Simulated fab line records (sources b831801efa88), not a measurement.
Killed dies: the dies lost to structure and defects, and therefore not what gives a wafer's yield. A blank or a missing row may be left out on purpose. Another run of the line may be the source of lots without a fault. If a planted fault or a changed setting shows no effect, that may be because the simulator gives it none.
fab line records :: flow gf180mcu
record
  lots=6
  wafers=18
  last-day=32
route steps=602 shown M1@334 V1@335
lots untouched by any fault: they come from a run of this same line in which no faults occurred
start-h: hours from the record's opening day to when the first of the lot's shown wafers began :: wait-h: hours since the lot's step before :: " the same as in the row above :: L1.1+2: several wafers, shown together as one row :: - either no value or no given start :: * or withheld: withheld :: < > ~ a bound
route shown NAME@n: NAME is a module with steps in the file, n the number in the route of the first one :: usual: mean/standard deviation of fault-free wafers :: same: alike in all rows :: chamber/n: place in a boat :: sites: per-site readings :: _std_site: standard deviation across them :: _edge_site: the outer-site mean with the inner-site mean subtracted :: radius-mm: for every site, how far away it sits from the centre of the wafer :: mask NAME#n: copy n :: behind: the last tool/chamber to shape the wafer :: hold: the reason the lot was held/the length of the hold in hours/how it ended :: device: names the non-switching transistor (n, p or np) :: end of line: the same wafers' tests at the end of the route :: step lacking rows: just its recipe :: killed: not the wafer's yield, but the dies lost to structure and defects at the first sort :: map: a wafer's dies, x killed, . not, _ none there
set.NAME: the setting that was run; set.NAME@STEP: the one run at that earlier step :: model.NAME: the simulator's own value behind a step, which no gauge read
lots seen at some steps along the route; tables by step, rows by wafer
services: the hour from which a tool's chamber was out of use, counted from the record's first day as start-h (under 0 if before that day), plus the number of hours and why
## steps
# step GF_M1_CLEAN_19
# recipe
  chemistry=DIW
  dry=n2-spin
# step GF_V1_CVD_00
# recipe
  material=SiO2
  target-thk-nm=600
  sigma-open-frac=0.3
  temp-c=400
  time-s=100
  sih4-flow-sccm=60
  pressure-mtorr=6
# step GF_V1_THK_MEAS_01
# recipe
  reads=SiO2_of_V1_CVD_00
# usual
  V1_CVD_00_THK=602/6.9
lot.wafer: L706.4
tool: film-metro-04
chamber: -
start-h: 431.14
wait-h: 0.0
V1_CVD_00_THK[nm]: 590

lot.wafer: L706.5
tool: film-metro-04
chamber: -
start-h: 431.14
wait-h: 0.0
V1_CVD_00_THK[nm]: 607

lot.wafer: L706.6
tool: film-metro-04
chamber: -
start-h: 431.14
wait-h: 0.0
V1_CVD_00_THK[nm]: 602

lot.wafer: L707.3
tool: film-metro-02
chamber: -
start-h: 447.83
wait-h: 0.1
V1_CVD_00_THK[nm]: 614

lot.wafer: L707.4
tool: film-metro-02
chamber: -
start-h: 447.83
wait-h: 0.1
V1_CVD_00_THK[nm]: 612

lot.wafer: L707.5
tool: film-metro-02
chamber: -
start-h: 447.83
wait-h: 0.1
V1_CVD_00_THK[nm]: 609

lot.wafer: L711.1
tool: film-metro-04
chamber: -
start-h: 494.76
wait-h: 0.0
V1_CVD_00_THK[nm]: 592

lot.wafer: L711.3
tool: film-metro-04
chamber: -
start-h: 494.76
wait-h: 0.0
V1_CVD_00_THK[nm]: 596

lot.wafer: L711.4
tool: film-metro-04
chamber: -
start-h: 494.76
wait-h: 0.0
V1_CVD_00_THK[nm]: 607

lot.wafer: L714.1
tool: film-metro-02
chamber: -
start-h: 517.99
wait-h: 0.0
V1_CVD_00_THK[nm]: 613

lot.wafer: L714.3
tool: film-metro-02
chamber: -
start-h: 517.99
wait-h: 0.0
V1_CVD_00_THK[nm]: 606

lot.wafer: L714.6
tool: film-metro-02
chamber: -
start-h: 517.99
wait-h: 0.0
V1_CVD_00_THK[nm]: 609

lot.wafer: L721.2
tool: film-metro-02
chamber: -
start-h: 557.87
wait-h: 0.0
V1_CVD_00_THK[nm]: 593

lot.wafer: L721.3
tool: film-metro-02
chamber: -
start-h: 557.87
wait-h: 0.0
V1_CVD_00_THK[nm]: 600

lot.wafer: L721.5
tool: film-metro-02
chamber: -
start-h: 557.87
wait-h: 0.0
V1_CVD_00_THK[nm]: 594

lot.wafer: L722.2
tool: film-metro-04
chamber: -
start-h: 561.39
wait-h: 0.0
V1_CVD_00_THK[nm]: 603

lot.wafer: L722.4
tool: film-metro-04
chamber: -
start-h: 561.39
wait-h: 0.0
V1_CVD_00_THK[nm]: 599

lot.wafer: L722.5
tool: film-metro-04
chamber: -
start-h: 561.39
wait-h: 0.0
V1_CVD_00_THK[nm]: 597
# step GF_V1_CVD_02
# recipe
  material=SiO2
  target-thk-nm=850
  precursor=TEOS
  temp-c=400
  time-s=94.851
  rf-w=600
# usual
  heater-power-w=687/100
  susceptor-temp-C=399.98/0.22
lot.wafer: L706.4
tool: pecvd-02
chamber: 2
start-h: 431.20
wait-h: 0.1
heater-power-w: 719
since-wet-clean-h: -
susceptor-temp-C: 399.93

lot.wafer: L706.5
tool: pecvd-02
chamber: 1
start-h: 431.20
wait-h: 0.1
heater-power-w: 531
since-wet-clean-h: -
susceptor-temp-C: 400.48

lot.wafer: L706.6
tool: pecvd-02
chamber: 0
start-h: 431.20
wait-h: 0.1
heater-power-w: 760
since-wet-clean-h: -
susceptor-temp-C: 399.96

lot.wafer: L707.3
tool: pecvd-03
chamber: 0
start-h: 447.87
wait-h: 0.0
heater-power-w: 675
since-wet-clean-h: 482
susceptor-temp-C: 400.17

lot.wafer: L707.4
tool: pecvd-03
chamber: 0
start-h: 447.87
wait-h: 0.0
heater-power-w: 531
since-wet-clean-h: -
susceptor-temp-C: 400.13

lot.wafer: L707.5
tool: pecvd-03
chamber: 1
start-h: 447.87
wait-h: 0.0
heater-power-w: 685
since-wet-clean-h: -
susceptor-temp-C: 399.86

lot.wafer: L711.1
tool: pecvd-03
chamber: 2
start-h: 494.82
wait-h: 0.1
heater-power-w: 891
since-wet-clean-h: 528
susceptor-temp-C: 400.04

lot.wafer: L711.3
tool: pecvd-03
chamber: 1
start-h: 494.82
wait-h: 0.1
heater-power-w: 629
since-wet-clean-h: 528
susceptor-temp-C: 400.02

lot.wafer: L711.4
tool: pecvd-03
chamber: 2
start-h: 494.82
wait-h: 0.1
heater-power-w: 952
since-wet-clean-h: -
susceptor-temp-C: 400.17

lot.wafer: L714.1
tool: pecvd-02
chamber: 2
start-h: 518.05
wait-h: 0.1
heater-power-w: 768
since-wet-clean-h: 760
susceptor-temp-C: 399.86

lot.wafer: L714.3
tool: pecvd-02
chamber: 1
start-h: 518.05
wait-h: 0.1
heater-power-w: 658
since-wet-clean-h: 760
susceptor-temp-C: 400.14

lot.wafer: L714.6
tool: pecvd-02
chamber: 2
start-h: 518.05
wait-h: 0.1
heater-power-w: 616
since-wet-clean-h: -
susceptor-temp-C: 399.77

lot.wafer: L721.2
tool: pecvd-02
chamber: 2
start-h: 557.92
wait-h: 0.0
heater-power-w: 652
since-wet-clean-h: 800
susceptor-temp-C: 400.33

lot.wafer: L721.3
tool: pecvd-02
chamber: 0
start-h: 557.92
wait-h: 0.0
heater-power-w: 712
since-wet-clean-h: 800
susceptor-temp-C: 400.04

lot.wafer: L721.5
tool: pecvd-02
chamber: 1
start-h: 557.92
wait-h: 0.0
heater-power-w: 672
since-wet-clean-h: -
susceptor-temp-C: 400.02

lot.wafer: L722.2
tool: pecvd-03
chamber: 1
start-h: 561.44
wait-h: 0.0
heater-power-w: 633
since-wet-clean-h: 595
susceptor-temp-C: 399.97

lot.wafer: L722.4
tool: pecvd-03
chamber: 0
start-h: 561.44
wait-h: 0.0
heater-power-w: 676
since-wet-clean-h: -
susceptor-temp-C: 400.02

lot.wafer: L722.5
tool: pecvd-03
chamber: 2
start-h: 561.44
wait-h: 0.0
heater-power-w: 901
since-wet-clean-h: -
susceptor-temp-C: 399.78
# step GF_V1_THK_MEAS_03
# recipe
  reads=SiO2_of_V1_CVD_02
# usual
  V1_CVD_02_THK=850/10
lot.wafer: L706.4
tool: film-metro-02
chamber: -
start-h: 431.27
wait-h: 0.0
V1_CVD_02_THK[nm]: 853

lot.wafer: L706.5
tool: film-metro-02
chamber: -
start-h: 431.27
wait-h: 0.0
V1_CVD_02_THK[nm]: 841

lot.wafer: L706.6
tool: film-metro-02
chamber: -
start-h: 431.27
wait-h: 0.0
V1_CVD_02_THK[nm]: 833

lot.wafer: L707.3
tool: film-metro-02
chamber: -
start-h: 448.01
wait-h: 0.1
V1_CVD_02_THK[nm]: 849

lot.wafer: L707.4
tool: film-metro-02
chamber: -
start-h: 448.01
wait-h: 0.1
V1_CVD_02_THK[nm]: 868

lot.wafer: L707.5
tool: film-metro-02
chamber: -
start-h: 448.01
wait-h: 0.1
V1_CVD_02_THK[nm]: 859

lot.wafer: L711.1
tool: film-metro-01
chamber: -
start-h: 494.89
wait-h: 0.0
V1_CVD_02_THK[nm]: 836

lot.wafer: L711.3
tool: film-metro-01
chamber: -
start-h: 494.89
wait-h: 0.0
V1_CVD_02_THK[nm]: 845

lot.wafer: L711.4
tool: film-metro-01
chamber: -
start-h: 494.89
wait-h: 0.0
V1_CVD_02_THK[nm]: 856

lot.wafer: L714.1
tool: film-metro-01
chamber: -
start-h: 518.12
wait-h: 0.0
V1_CVD_02_THK[nm]: 846

lot.wafer: L714.3
tool: film-metro-01
chamber: -
start-h: 518.12
wait-h: 0.0
V1_CVD_02_THK[nm]: 827

lot.wafer: L714.6
tool: film-metro-01
chamber: -
start-h: 518.12
wait-h: 0.0
V1_CVD_02_THK[nm]: 850

lot.wafer: L721.2
tool: film-metro-04
chamber: -
start-h: 558.00
wait-h: 0.0
V1_CVD_02_THK[nm]: 850

lot.wafer: L721.3
tool: film-metro-04
chamber: -
start-h: 558.00
wait-h: 0.0
V1_CVD_02_THK[nm]: 842

lot.wafer: L721.5
tool: film-metro-04
chamber: -
start-h: 558.00
wait-h: 0.0
V1_CVD_02_THK[nm]: 856

lot.wafer: L722.2
tool: film-metro-01
chamber: -
start-h: 561.52
wait-h: 0.0
V1_CVD_02_THK[nm]: 850

lot.wafer: L722.4
tool: film-metro-01
chamber: -
start-h: 561.52
wait-h: 0.0
V1_CVD_02_THK[nm]: 862

lot.wafer: L722.5
tool: film-metro-01
chamber: -
start-h: 561.52
wait-h: 0.0
V1_CVD_02_THK[nm]: 866
# step GF_V1_CMP_04
# recipe
  material=SiO2
  down-force-psi=4
  platen-rpm=60
  pad-velocity-m-s=0.94248
# usual
  motor-current-A=12.5/1.3
  time-to-endpoint-s=80/5.2
lot.wafer: L706.4
tool: cmp-02
chamber: 2
start-h: 431.63
wait-h: 0.3
motor-current-A: 10.0
time-to-endpoint-s: 77

lot.wafer: L706.5
tool: cmp-02
chamber: 3
start-h: 431.63
wait-h: 0.3
motor-current-A: 13.5
time-to-endpoint-s: 77

lot.wafer: L706.6
tool: cmp-02
chamber: 0
start-h: 431.63
wait-h: 0.3
motor-current-A: 13.7
time-to-endpoint-s: 74

lot.wafer: L707.3
tool: cmp-01
chamber: 3
start-h: 448.10
wait-h: 0.1
motor-current-A: 13.6
time-to-endpoint-s: 81

lot.wafer: L707.4
tool: cmp-01
chamber: 0
start-h: 448.10
wait-h: 0.1
motor-current-A: 11.9
time-to-endpoint-s: 90

lot.wafer: L707.5
tool: cmp-01
chamber: 3
start-h: 448.10
wait-h: 0.1
motor-current-A: 14.3
time-to-endpoint-s: 85

lot.wafer: L711.4
tool: cmp-01
chamber: 1
start-h: 494.95
wait-h: 0.0
motor-current-A: 11.1
time-to-endpoint-s: 85

lot.wafer: L711.3
tool: cmp-01
chamber: 3
start-h: 494.95
wait-h: 0.0
motor-current-A: 13.9
time-to-endpoint-s: 80

lot.wafer: L711.1
tool: cmp-01
chamber: 0
start-h: 494.95
wait-h: 0.0
motor-current-A: 12.1
time-to-endpoint-s: 80

lot.wafer: L714.1
tool: cmp-02
chamber: 3
start-h: 518.18
wait-h: 0.1
motor-current-A: 13.2
time-to-endpoint-s: 75

lot.wafer: L714.3
tool: cmp-02
chamber: 1
start-h: 518.18
wait-h: 0.1
motor-current-A: 12.5
time-to-endpoint-s: 71

lot.wafer: L714.6
tool: cmp-02
chamber: 0
start-h: 518.18
wait-h: 0.1
motor-current-A: 13.1
time-to-endpoint-s: 79

lot.wafer: L721.2
tool: cmp-01
chamber: 3
start-h: 558.05
wait-h: 0.0
motor-current-A: 15.0
time-to-endpoint-s: 82

lot.wafer: L721.3
tool: cmp-01
chamber: 1
start-h: 558.05
wait-h: 0.0
motor-current-A: 11.5
time-to-endpoint-s: 77

lot.wafer: L721.5
tool: cmp-01
chamber: 0
start-h: 558.05
wait-h: 0.0
motor-current-A: 11.3
time-to-endpoint-s: 80

lot.wafer: L722.4
tool: cmp-01
chamber: 3
start-h: 561.62
wait-h: 0.1
motor-current-A: 14.1
time-to-endpoint-s: 86

lot.wafer: L722.2
tool: cmp-01
chamber: 1
start-h: 561.62
wait-h: 0.1
motor-current-A: 11.0
time-to-endpoint-s: 78

lot.wafer: L722.5
tool: cmp-01
chamber: 2
start-h: 561.62
wait-h: 0.1
motor-current-A: 11.4
time-to-endpoint-s: 87
# step GF_V1_BOW_MEAS_05
# recipe
  mode=bow
# usual
  V1_BOW=84/7.7
lot.wafer: L706.4
tool: film-metro-04
chamber: -
start-h: 431.84
wait-h: 0.2
V1_BOW[um]: 83

lot.wafer: L706.5
tool: film-metro-04
chamber: -
start-h: 431.84
wait-h: 0.2
V1_BOW[um]: 87

lot.wafer: L706.6
tool: film-metro-04
chamber: -
start-h: 431.84
wait-h: 0.2
V1_BOW[um]: 84

lot.wafer: L707.3
tool: film-metro-02
chamber: -
start-h: 448.39
wait-h: 0.2
V1_BOW[um]: 72

lot.wafer: L707.4
tool: film-metro-02
chamber: -
start-h: 448.39
wait-h: 0.2
V1_BOW[um]: 86

lot.wafer: L707.5
tool: film-metro-02
chamber: -
start-h: 448.39
wait-h: 0.2
V1_BOW[um]: 78

lot.wafer: L711.1
tool: film-metro-01
chamber: -
start-h: 495.25
wait-h: 0.1
V1_BOW[um]: 98

lot.wafer: L711.3
tool: film-metro-01
chamber: -
start-h: 495.25
wait-h: 0.1
V1_BOW[um]: 92

lot.wafer: L711.4
tool: film-metro-01
chamber: -
start-h: 495.25
wait-h: 0.1
V1_BOW[um]: 91

lot.wafer: L714.1
tool: film-metro-01
chamber: -
start-h: 518.48
wait-h: 0.2
V1_BOW[um]: 87

lot.wafer: L714.3
tool: film-metro-01
chamber: -
start-h: 518.48
wait-h: 0.2
V1_BOW[um]: 83

lot.wafer: L714.6
tool: film-metro-01
chamber: -
start-h: 518.48
wait-h: 0.2
V1_BOW[um]: 92

lot.wafer: L721.2
tool: film-metro-01
chamber: -
start-h: 558.37
wait-h: 0.3
V1_BOW[um]: 94

lot.wafer: L721.3
tool: film-metro-01
chamber: -
start-h: 558.37
wait-h: 0.3
V1_BOW[um]: 93

lot.wafer: L721.5
tool: film-metro-01
chamber: -
start-h: 558.37
wait-h: 0.3
V1_BOW[um]: 88

lot.wafer: L722.2
tool: film-metro-01
chamber: -
start-h: 561.89
wait-h: 0.1
V1_BOW[um]: 79

lot.wafer: L722.4
tool: film-metro-01
chamber: -
start-h: 561.89
wait-h: 0.1
V1_BOW[um]: 82

lot.wafer: L722.5
tool: film-metro-01
chamber: -
start-h: 561.89
wait-h: 0.1
V1_BOW[um]: 92
# step GF_V1_DEHYDRATE_06
# recipe
  temp-c=200
  time-s=60
# step GF_V1_HMDS_07
# recipe
  prime-time-s=60
  prime-temp-c=120
# step GF_V1_COAT_08
# recipe
  resist=BARC
  temp-c=withheld
  time-s=withheld
  spin-rpm=withheld
  resist-thk-nm=withheld
# step GF_V1_COAT_09
# recipe
  resist=KrF
  spin-rpm=withheld
  resist-thk-nm=1000
# step GF_V1_SOFTBAKE_10
# recipe
  temp-c=130
  time-s=60
  resist=KrF
# step GF_V1_EXPOSE_11
# recipe
  mask-id=Via1
  target-cd-nm=260
  na=0.68
  source-shape=conventional
  sigma-outer=0.6
  dose-mj=38
# usual
  exposure-dose-mJ-cm2=38.03/0.045
  focus-offset-nm=0.1/0.51
lot.wafer: L706.4
tool: krf-scanner-01
chamber: 0
start-h: 444.23
wait-h: -
mask: Via1#0
exposure-dose-mJ-cm2: 38.03
focus-offset-nm: 0.6

lot.wafer: L706.5
tool: krf-scanner-01
chamber: 0
start-h: 444.23
wait-h: -
mask: Via1#0
exposure-dose-mJ-cm2: 38.04
focus-offset-nm: 0.7

lot.wafer: L706.6
tool: krf-scanner-01
chamber: 0
start-h: 444.23
wait-h: -
mask: Via1#0
exposure-dose-mJ-cm2: 38.03
focus-offset-nm: 1.3

lot.wafer: L707.3
tool: krf-scanner-02
chamber: 0
start-h: 461.57
wait-h: -
mask: Via1#0
exposure-dose-mJ-cm2: 38.05
focus-offset-nm: 0.4

lot.wafer: L707.4
tool: krf-scanner-02
chamber: 0
start-h: 461.57
wait-h: -
mask: Via1#0
exposure-dose-mJ-cm2: 37.99
focus-offset-nm: -0.4

lot.wafer: L707.5
tool: krf-scanner-02
chamber: 0
start-h: 461.57
wait-h: -
mask: Via1#0
exposure-dose-mJ-cm2: 38.02
focus-offset-nm: -0.3

lot.wafer: L711.1
tool: krf-scanner-02
chamber: 0
start-h: 507.03
wait-h: -
mask: Via1#0
exposure-dose-mJ-cm2: 38.05
focus-offset-nm: 0.1

lot.wafer: L711.3
tool: krf-scanner-02
chamber: 0
start-h: 507.03
wait-h: -
mask: Via1#0
exposure-dose-mJ-cm2: 38.05
focus-offset-nm: 0.9

lot.wafer: L711.4
tool: krf-scanner-02
chamber: 0
start-h: 507.03
wait-h: -
mask: Via1#0
exposure-dose-mJ-cm2: 38.05
focus-offset-nm: -0.1

lot.wafer: L714.1
tool: krf-scanner-01
chamber: 0
start-h: 530.24
wait-h: -
mask: Via1#0
exposure-dose-mJ-cm2: 38.08
focus-offset-nm: 0.6

lot.wafer: L714.3
tool: krf-scanner-01
chamber: 0
start-h: 530.24
wait-h: -
mask: Via1#0
exposure-dose-mJ-cm2: 38.13
focus-offset-nm: 0.9

lot.wafer: L714.6
tool: krf-scanner-01
chamber: 0
start-h: 530.24
wait-h: -
mask: Via1#0
exposure-dose-mJ-cm2: 38.06
focus-offset-nm: 0.1

lot.wafer: L721.2
tool: krf-scanner-02
chamber: -
start-h: 568.95
wait-h: -
mask: Via1#0
exposure-dose-mJ-cm2: -
focus-offset-nm: -

lot.wafer: L721.3
tool: krf-scanner-02
chamber: -
start-h: 568.95
wait-h: -
mask: Via1#0
exposure-dose-mJ-cm2: -
focus-offset-nm: -

lot.wafer: L721.5
tool: krf-scanner-02
chamber: -
start-h: 568.95
wait-h: -
mask: Via1#0
exposure-dose-mJ-cm2: -
focus-offset-nm: -

lot.wafer: L722.2
tool: krf-scanner-02
chamber: -
start-h: 572.52
wait-h: -
mask: Via1#0
exposure-dose-mJ-cm2: -
focus-offset-nm: -

lot.wafer: L722.4
tool: krf-scanner-02
chamber: -
start-h: 572.52
wait-h: -
mask: Via1#0
exposure-dose-mJ-cm2: -
focus-offset-nm: -

lot.wafer: L722.5
tool: krf-scanner-02
chamber: -
start-h: 572.52
wait-h: -
mask: Via1#0
exposure-dose-mJ-cm2: -
focus-offset-nm: -
# step GF_V1_PEB_12
# recipe
  peb-temp-c=135
  peb-time-s=90
  resist=KrF
## services
tool: cmp-01
chamber: -
start-h: 408.11
hours: -
kind: consumable-replace:conditioner

tool: cmp-01
chamber: -
start-h: 408.11
hours: -
kind: consumable-replace:pad

tool: krf-scanner-02
chamber: -
start-h: 409.76
hours: 0.7
kind: repair

tool: krf-scanner-01
chamber: -
start-h: 420.35
hours: 1.3
kind: pm

tool: krf-scanner-02
chamber: -
start-h: 424.52
hours: 4.0
kind: pm

tool: cmp-01
chamber: -
start-h: 429.64
hours: 11.1
kind: repair

tool: krf-scanner-02
chamber: -
start-h: 435.95
hours: 1.0
kind: pm

tool: krf-scanner-01
chamber: -
start-h: 438.22
hours: 0.5
kind: repair

tool: cmp-01
chamber: -
start-h: 442.67
hours: 4.8
kind: pm

tool: krf-scanner-02
chamber: -
start-h: 447.44
hours: 0.8
kind: pm

tool: cmp-02
chamber: -
start-h: 450.03
hours: 0.6
kind: repair

tool: pecvd-03
chamber: -
start-h: 454.51
hours: 0.8
kind: repair

tool: cmp-01
chamber: -
start-h: 465.27
hours: 2.3
kind: repair

tool: pecvd-03
chamber: -
start-h: 476.39
hours: 6.0
kind: pm

tool: cmp-01
chamber: -
start-h: 482.46
hours: 4.1
kind: repair

tool: krf-scanner-01
chamber: -
start-h: 515.19
hours: 0.8
kind: pm

tool: cmp-01
chamber: -
start-h: 521.47
hours: 1.1
kind: repair

tool: krf-scanner-02
chamber: -
start-h: 527.35
hours: 0.2
kind: repair

tool: krf-scanner-02
chamber: -
start-h: 530.12
hours: 0.1
kind: repair

tool: cmp-02
chamber: -
start-h: 532.02
hours: 9.5
kind: pm

tool: krf-scanner-02
chamber: -
start-h: 541.14
hours: 1.3
kind: pm

tool: krf-scanner-01
chamber: -
start-h: 554.30
hours: 1.0
kind: pm

tool: krf-scanner-01
chamber: -
start-h: 559.16
hours: 11.6
kind: pm

tool: cmp-02
chamber: -
start-h: 572.00
hours: 4.0
kind: pm
## key
first-sign
  step=GF_V1_EXPOSE_11
  reading=tool-record
  direction=missing
effect none on later readings
met-at GF_V1_EXPOSE_11
struck-wafers L721.2,L721.3,L721.5,L722.2,L722.4,L722.5
later-rows-left-out L721.2,L721.3,L721.5,L722.2,L722.4,L722.5
sort-left-out L721.2,L721.3,L721.5,L722.2,L722.4,L722.5
onset-between 507.03 568.95
fault
  kind=skipped-step-whole
  tool=krf-scanner-02
  chamber=-
  onset-h=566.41
  steps=GF_V1_EXPOSE_11
  scope=struck-lots-only
# sort-left-out: the simulated sort isn't trusted on such a fault, so these wafers' sort isn't shown, and their yield isn't known
# later-rows-left-out: the simulator's readings of these wafers behind a module that went badly wrong aren't trusted and aren't shown, but for the sort
